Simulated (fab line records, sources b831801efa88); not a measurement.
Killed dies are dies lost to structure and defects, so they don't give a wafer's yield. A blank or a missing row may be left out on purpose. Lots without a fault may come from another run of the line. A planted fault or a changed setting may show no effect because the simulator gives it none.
Which tool did it? | flow sky130 | 24 lots, 72 wafers sampled, at 6 steps of a route of 708

WHAT THE GAUGES READ, wafer by wafer
SKY_RES_PROTECT_TW_MEAS_08. Usual: POLY_GATE_TW 4060, standard deviation 21.
lot  | measured     | on            | POLY_GATE_TW   | flag
L074 | day 15 02:45 | film_metro-02 | 4064 4077 4066 |
L075 | day 15 12:04 | film_metro-04 | 4088 4068 4089 |
L076 | day 16 00:57 | film_metro-04 | 4061 4098 4086 |
L077 | day 16 00:37 | film_metro-03 | 4002 4037 4030 |
L078 | day 16 18:19 | film_metro-04 | 4066 4056 4071 |
L079 | day 17 15:07 | film_metro-04 | 4061 4066 4075 |
L080 | day 17 20:31 | film_metro-03 | 4042 4043 4028 |
L081 | day 17 20:32 | film_metro-04 | 4047 4033 4071 |
L082 | day 18 03:25 | film_metro-03 | 4049 4038 4027 |
L083 | day 18 11:37 | film_metro-04 | 4071 4083 4049 |
L084 | day 18 22:40 | film_metro-03 | 4039 4053 4038 |
L085 | day 19 16:20 | film_metro-02 | 4099 4117 4095 |
L086 | day 20 13:17 | film_metro-02 | 4053 4057 4050 |
L087 | day 20 03:09 | film_metro-02 | 4063 4033 4073 |
L088 | day 20 21:16 | film_metro-04 | 4088 4067 4066 |
L089 | day 21 07:42 | film_metro-04 | 4101 4074 4088 |
L090 | day 21 07:25 | film_metro-02 | 4066 4073 4077 |
L091 | day 21 14:28 | film_metro-03 | 4051 4050 4039 |
L093 | day 22 01:47 | film_metro-04 | 4054 4031 4044 |
L092 | day 22 02:48 | film_metro-02 | 4072 4058 4044 |
L094 | day 22 09:25 | film_metro-03 | 4051 4047 4047 |
L095 | day 22 22:41 | film_metro-02 | 4073 4039 4054 |
L096 | day 22 22:33 | film_metro-02 | 4018 4051 4052 |
L097 | day 23 09:07 | film_metro-04 | 4070 4066 4076 |

SKY_METAL4_CD_MEAS_13: target cd 300 nm. Usual: cd_nm 299.7 nm, standard deviation 1.7.
lot  | measured     | on        | cd_nm (nm)        | flag
L074 | day 41 20:28 | cd_sem-01 | 300.7 300.6 298.8 |
L075 | day 42 00:08 | cd_sem-01 | 300.1 299.3 298.8 |
L076 | day 42 19:37 | cd_sem-02 | 299.1 297.5 299.5 |
L077 | day 42 18:39 | cd_sem-02 | 300.5 300.5 301.5 |
L078 | day 43 03:55 | cd_sem-02 | 298.8 300.5 299.5 |
L079 | day 43 23:24 | cd_sem-01 | 298.9 297.5 300.1 |
L080 | day 43 23:07 | cd_sem-01 | 297.5 298.1 297.7 |
L081 | day 43 23:52 | cd_sem-02 | 300.3 299.6 298.1 |
L082 | day 44 06:30 | cd_sem-01 | 300.5 300.1 301.3 |
L083 | day 44 17:58 | cd_sem-02 | 301.2 300.9 300.6 |
L084 | day 44 21:52 | cd_sem-02 | 298.7 298.0 298.8 |
L085 | day 45 05:22 | cd_sem-02 | 299.9 297.0 295.9 |
L086 | day 45 21:38 | cd_sem-01 | 299.8 301.0 301.6 |
L087 | day 45 18:46 | cd_sem-02 | 297.6 298.5 297.7 |
L088 | day 45 23:35 | cd_sem-01 | 300.8 301.8 301.6 |
L089 | day 46 18:01 | cd_sem-01 | 303.2 303.1 302.9 |
L090 | day 46 16:44 | cd_sem-01 | 299.1 299.8 300.0 |
L091 | day 46 18:22 | cd_sem-01 | 299.0 297.7 298.9 |
L093 | day 46 23:02 | cd_sem-02 | 301.0 301.0 300.9 |
L092 | day 46 23:40 | cd_sem-01 | 297.2 297.3 296.6 |
L094 | day 47 01:40 | cd_sem-01 | 296.1 296.9 297.9 |
L095 | day 47 15:44 | cd_sem-01 | 302.2 301.7 302.2 |
L096 | day 47 14:53 | cd_sem-01 | 300.8 301.8 300.2 |
L097 | day 47 19:09 | cd_sem-02 | 299.4 299.5 299.0 |

WHICH TOOL RAN EACH LOT (tool, then ch and the chambers of the sampled wafers, then the start)
lot  | SKY_FIELD_ISO_STRIP_16              | SKY_VT_ADJUST_NCORE_STRIP_10         | SKY_CONTACT_ETCH_17                | SKY_VIA3_ETCH_14
L074 | plasma_asher-03 ch 0, day 2 05:08   | plasma_asher-04 ch 0,1, day 8 14:38  | rie_diel-02 ch 2,3, day 31 16:21   | rie_diel-04 ch 0,2,3, day 39 18:17
L075 | plasma_asher-01 ch 0,1, day 2 10:14 | plasma_asher-04 ch 0,1, day 8 22:59  | rie_diel-04 ch 0,2,3, day 31 21:25 | rie_diel-04 ch 0,2,3, day 39 20:46
L076 | plasma_asher-02 ch 0,1, day 2 14:47 | plasma_asher-03 ch 0,1, day 9 03:46  | rie_diel-04 ch 2,3, day 32 13:31   | rie_diel-02 ch 0,1, day 40 18:00
L077 | plasma_asher-01 ch 0,1, day 2 20:53 | plasma_asher-04 ch 0,1, day 9 08:08  | rie_diel-01 ch 1,2,3, day 32 13:10 | rie_diel-01 ch 0,1,3, day 40 17:53
L078 | plasma_asher-02 ch 0,1, day 3 01:49 | plasma_asher-03 ch 0,1, day 9 19:28  | rie_diel-04 ch 0,1,2, day 33 07:19 | rie_diel-01 ch 0,1,2, day 41 03:17
L079 | plasma_asher-01 ch 0,1, day 3 09:49 | plasma_asher-03 ch 0,1, day 10 14:37 | rie_diel-04 ch 1,2,3, day 34 01:21 | rie_diel-01 ch 0,1,2, day 41 22:35
L080 | plasma_asher-03 ch 0,1, day 3 13:46 | plasma_asher-04 ch 0,1, day 10 19:55 | rie_diel-01 ch 1,2,3, day 34 04:09 | rie_diel-02 ch 0,3, day 41 23:24
L081 | plasma_asher-03 ch 0,1, day 3 16:58 | plasma_asher-03 ch 0,1, day 10 18:55 | rie_diel-04 ch 2,3, day 34 04:49   | rie_diel-04 ch 0,2, day 41 23:56
L082 | plasma_asher-03 ch 0,1, day 3 21:14 | plasma_asher-04 ch 0,1, day 10 23:00 | rie_diel-02 ch 0,1,3, day 34 14:32 | rie_diel-02 ch 0,1,3, day 42 07:17
L083 | plasma_asher-02 ch 0, day 4 04:47   | plasma_asher-03 ch 0,1, day 11 05:37 | rie_diel-04 ch 0,1,2, day 34 20:11 | rie_diel-04 ch 1,3, day 42 19:11
L084 | plasma_asher-02 ch 0,1, day 4 12:25 | plasma_asher-04 ch 0,1, day 11 14:11 | rie_diel-01 ch 0,1,3, day 35 01:07 | rie_diel-02 ch 0,2,3, day 42 22:38
L085 | plasma_asher-01 ch 0,1, day 4 17:41 | plasma_asher-02 ch 0,1, day 12 05:13 | rie_diel-01 ch 0,1,2, day 35 17:30 | rie_diel-01 ch 0,3, day 43 07:01
L086 | plasma_asher-01 ch 1, day 4 21:31   | plasma_asher-04 ch 0,1, day 12 16:40 | rie_diel-02 ch 0,2,3, day 36 10:37 | rie_diel-02 ch 0,1,2, day 43 23:41
L087 | plasma_asher-02 ch 0,1, day 5 01:19 | plasma_asher-04 ch 0,1, day 12 15:28 | rie_diel-04 ch 1,2, day 36 08:31   | rie_diel-01 ch 0,2,3, day 43 21:41
L088 | plasma_asher-02 ch 0,1, day 5 06:32 | plasma_asher-03 ch 0, day 13 00:34   | rie_diel-02 ch 0,2, day 36 15:22   | rie_diel-02 ch 0,2,3, day 44 02:40
L089 | plasma_asher-01 ch 0,1, day 5 10:22 | plasma_asher-02 ch 0,1, day 13 08:41 | rie_diel-04 ch 1,2,3, day 37 10:43 | rie_diel-04 ch 0,1,3, day 44 21:04
L090 | plasma_asher-03 ch 0,1, day 5 16:29 | plasma_asher-03 ch 0,1, day 13 12:59 | rie_diel-02 ch 1,3, day 37 09:48   | rie_diel-04 ch 0,3, day 44 20:07
L091 | plasma_asher-03 ch 0,1, day 5 23:28 | plasma_asher-03 ch 0,1, day 13 18:46 | rie_diel-01 ch 1,2,3, day 37 12:39 | rie_diel-01 ch 0,1, day 44 21:25
L093 | plasma_asher-02 ch 0,1, day 6 06:58 | plasma_asher-03 ch 0,1, day 14 04:17 | rie_diel-04 ch 1,2, day 37 16:24   | rie_diel-01 ch 0,1,3, day 45 02:07
L092 | plasma_asher-03 ch 0,1, day 6 07:16 | plasma_asher-03 ch 0,1, day 14 06:32 | rie_diel-01 ch 1,3, day 37 17:19   | rie_diel-04 ch 1,3, day 45 02:49
L094 | plasma_asher-01 ch 0,1, day 6 14:07 | plasma_asher-03 ch 0,1, day 14 12:50 | rie_diel-02 ch 0,1,3, day 37 20:37 | rie_diel-04 ch 0,1,3, day 45 05:53
L095 | plasma_asher-01 ch 0,1, day 6 20:26 | plasma_asher-02 ch 0,1, day 14 22:53 | rie_diel-04 ch 0,1,2, day 38 15:33 | rie_diel-01 ch 1,2,3, day 45 20:05
L096 | plasma_asher-01 ch 0,1, day 7 00:28 | plasma_asher-03 ch 0,1, day 15 00:52 | rie_diel-02 ch 1,2, day 38 15:11   | rie_diel-04 ch 1,2,3, day 45 20:04
L097 | plasma_asher-02 ch 0,1, day 7 04:08 | plasma_asher-02 ch 0,1, day 15 08:07 | rie_diel-02 ch 0,1,3, day 38 19:49 | rie_diel-01 ch 0,2,3, day 46 00:23
- SKY_FIELD_ISO_STRIP_16: strips in O2/N2.
- SKY_VT_ADJUST_NCORE_STRIP_10: strips in O2/N2.
- SKY_CONTACT_ETCH_17: etches SiO2 in C4F8/O2/Ar, stops on Si3N4, target depth 340 nm.
- SKY_VIA3_ETCH_14: etches BARC in N2/H2, stops on SiO2, time 45.9 s, target depth 60 nm.

WHAT THE TOOLS THEMSELVES READ (means of the sampled wafers that have a number; where no wafer has one, the mark that the record gives instead)
SKY_FIELD_ISO_STRIP_16. Usual: drypump_motor_current_A 5.7 A, standard deviation 0.45; oes_product_au 0.377 a.u., standard deviation 0.0044; strip_time_to_endpoint_s 3.52 s, standard deviation 0.032.
lot  | tool            | drypump_motor_current_A (A) | oes_product_au (a.u.) | strip_time_to_endpoint_s (s) | flag
L074 | plasma_asher-03 | 6.2                         | 0.374                 | 3.54                         |
L075 | plasma_asher-01 | 5.1                         | 0.376                 | 3.53                         |
L076 | plasma_asher-02 | 5.8                         | 0.379                 | 3.53                         |
L077 | plasma_asher-01 | 5.1                         | 0.376                 | 3.49                         |
L078 | plasma_asher-02 | 5.8                         | 0.372                 | 3.55                         |
L079 | plasma_asher-01 | 5.3                         | 0.376                 | 3.54                         |
L080 | plasma_asher-03 | 6.3                         | 0.374                 | 3.55                         |
L081 | plasma_asher-03 | 6.2                         | 0.379                 | 3.53                         |
L082 | plasma_asher-03 | 6.3                         | 0.376                 | 3.53                         |
L083 | plasma_asher-02 | 5.8                         | 0.381                 | 3.54                         |
L084 | plasma_asher-02 | 5.8                         | 0.377                 | 3.52                         |
L085 | plasma_asher-01 | 5.2                         | 0.377                 | 3.49                         |
L086 | plasma_asher-01 | 5.4                         | 0.373                 | 3.53                         |
L087 | plasma_asher-02 | 5.8                         | 0.378                 | 3.52                         |
L088 | plasma_asher-02 | 5.8                         | 0.379                 | 3.55                         |
L089 | plasma_asher-01 | 5.1                         | 0.380                 | 3.50                         |
L090 | plasma_asher-03 | 6.3                         | 0.375                 | 3.48                         |
L091 | plasma_asher-03 | 6.2                         | 0.373                 | 3.54                         |
L093 | plasma_asher-02 | 5.8                         | 0.374                 | 3.50                         |
L092 | plasma_asher-03 | 6.2                         | 0.377                 | 3.49                         |
L094 | plasma_asher-01 | 5.3                         | 0.376                 | 3.54                         |
L095 | plasma_asher-01 | 5.1                         | 0.382                 | 3.54                         |
L096 | plasma_asher-01 | 5.1                         | 0.378                 | 3.52                         |
L097 | plasma_asher-02 | 5.8                         | 0.381                 | 3.51                         |

SKY_VT_ADJUST_NCORE_STRIP_10. Usual: drypump_motor_current_A 6.00 A, standard deviation 0.26; oes_product_au 0.715 a.u., standard deviation 0.0045; strip_time_to_endpoint_s 14.17 s, standard deviation 0.04.
lot  | tool            | drypump_motor_current_A (A) | oes_product_au (a.u.) | strip_time_to_endpoint_s (s) | flag
L074 | plasma_asher-04 | 5.85                        | 0.717                 | 14.14                        |
L075 | plasma_asher-04 | 5.85                        | 0.711                 | 14.16                        |
L076 | plasma_asher-03 | 6.22                        | 0.712                 | 14.18                        |
L077 | plasma_asher-04 | 5.85                        | 0.713                 | 14.21                        |
L078 | plasma_asher-03 | 6.22                        | 0.715                 | 14.19                        |
L079 | plasma_asher-03 | 6.22                        | 0.720                 | 14.18                        |
L080 | plasma_asher-04 | 5.83                        | 0.715                 | 14.24                        |
L081 | plasma_asher-03 | 6.22                        | 0.716                 | 14.21                        |
L082 | plasma_asher-04 | 5.83                        | 0.716                 | 14.20                        |
L083 | plasma_asher-03 | 6.24                        | 0.715                 | 14.17                        |
L084 | plasma_asher-04 | 5.86                        | 0.717                 | 14.13                        |
L085 | plasma_asher-02 | 5.81                        | 0.719                 | 14.21                        |
L086 | plasma_asher-04 | 5.69                        | 0.714                 | 14.22                        |
L087 | plasma_asher-04 | 5.70                        | 0.712                 | 14.17                        |
L088 | plasma_asher-03 | 6.14                        | 0.715                 | 14.17                        |
L089 | plasma_asher-02 | 5.81                        | 0.711                 | 14.16                        |
L090 | plasma_asher-03 | 6.23                        | 0.719                 | 14.14                        |
L091 | plasma_asher-03 | 6.19                        | 0.709                 | 14.13                        |
L093 | plasma_asher-03 | 6.23                        | 0.721                 | 14.24                        |
L092 | plasma_asher-03 | 6.24                        | 0.717                 | 14.22                        |
L094 | plasma_asher-03 | 6.26                        | 0.717                 | 14.13                        |
L095 | plasma_asher-02 | 5.80                        | 0.715                 | 14.15                        |
L096 | plasma_asher-03 | 6.24                        | 0.713                 | 14.13                        |
L097 | plasma_asher-02 | 5.78                        | 0.717                 | 14.16                        |

SKY_CONTACT_ETCH_17. Usual: oes_product_au 0.892 a.u., standard deviation 0.0049.
lot  | tool        | oes_product_au (a.u.) | flag
L074 | rie_diel-02 | 0.889                 |
L075 | rie_diel-04 | 0.898                 |
L076 | rie_diel-04 | 0.896                 |
L077 | rie_diel-01 | 0.892                 |
L078 | rie_diel-04 | 0.890                 |
L079 | rie_diel-04 | 0.896                 |
L080 | rie_diel-01 | 0.897                 |
L081 | rie_diel-04 | 0.897                 |
L082 | rie_diel-02 | 0.890                 |
L083 | rie_diel-04 | 0.891                 |
L084 | rie_diel-01 | 0.894                 |
L085 | rie_diel-01 | 0.897                 |
L086 | rie_diel-02 | 0.888                 |
L087 | rie_diel-04 | 0.884                 |
L088 | rie_diel-02 | 0.891                 |
L089 | rie_diel-04 | 0.891                 |
L090 | rie_diel-02 | 0.897                 |
L091 | rie_diel-01 | 0.893                 |
L093 | rie_diel-04 | 0.894                 |
L092 | rie_diel-01 | 0.891                 |
L094 | rie_diel-02 | 0.891                 |
L095 | rie_diel-04 | 0.889                 |
L096 | rie_diel-02 | 0.893                 |
L097 | rie_diel-02 | 0.892                 |

SKY_VIA3_ETCH_14. Usual: drypump_motor_current_A 6.01 A, standard deviation 0.24; oes_product_au 0.851 a.u., standard deviation 0.0048; throttle_valve_pct 13.226 %, standard deviation 0.01.
lot  | tool        | drypump_motor_current_A (A) | oes_product_au (a.u.) | throttle_valve_pct (%) | flag
L074 | rie_diel-04 | 5.99                        | 0.859                 | 13.225                 |
L075 | rie_diel-04 | 6.00                        | 0.850                 | 13.242                 |
L076 | rie_diel-02 | 5.96                        | 0.851                 | 13.226                 |
L077 | rie_diel-01 | 6.11                        | 0.858                 | 13.228                 |
L078 | rie_diel-01 | 6.06                        | 0.846                 | 13.223                 |
L079 | rie_diel-01 | 6.06                        | 0.852                 | 13.219                 |
L080 | rie_diel-02 | 6.02                        | 0.853                 | 13.221                 |
L081 | rie_diel-04 | 5.78                        | 0.853                 | 13.225                 |
L082 | rie_diel-02 | 5.97                        | 0.851                 | 13.231                 |
L083 | rie_diel-04 | 6.16                        | 0.857                 | 13.235                 |
L084 | rie_diel-02 | 6.04                        | 0.848                 | 13.218                 |
L085 | rie_diel-01 | 5.98                        | 0.848                 | 13.225                 |
L086 | rie_diel-02 | 6.00                        | 0.848                 | 13.224                 |
L087 | rie_diel-01 | 5.91                        | 0.848                 | 13.227                 |
L088 | rie_diel-02 | 6.03                        | 0.851                 | 13.229                 |
L089 | rie_diel-04 | 5.94                        | 0.856                 | 13.228                 |
L090 | rie_diel-04 | 5.76                        | 0.852                 | 13.227                 |
L091 | rie_diel-01 | 6.20                        | 0.849                 | 13.223                 |
L093 | rie_diel-01 | 6.14                        | 0.854                 | 13.227                 |
L092 | rie_diel-04 | 6.17                        | 0.854                 | 13.223                 |
L094 | rie_diel-04 | 5.93                        | 0.846                 | 13.225                 |
L095 | rie_diel-01 | 5.98                        | 0.846                 | 13.222                 |
L096 | rie_diel-04 | 6.17                        | 0.848                 | 13.242                 |
L097 | rie_diel-01 | 5.91                        | 0.846                 | 13.214                 |

THE ANSWER, worked out from the rows above alone
Rule: a lot is off if the mean of its wafers that have a number lies more than 3 standard deviations from the usual mean. A lot without any number at a reading at which 4 lots or more have one is off too. The other lots that the step has rows for count as sound. The gauges are gone through in route order, then the tools' own readings, and for those a lot's mean is taken as printed above. The first step at which some lot is off is used, and at that step the reading that is off furthest; a lot without a number counts as furthest.
No lot is off at any reading shown: from this, nothing can be told.

WHAT THE SIMULATOR HAD PUT IN
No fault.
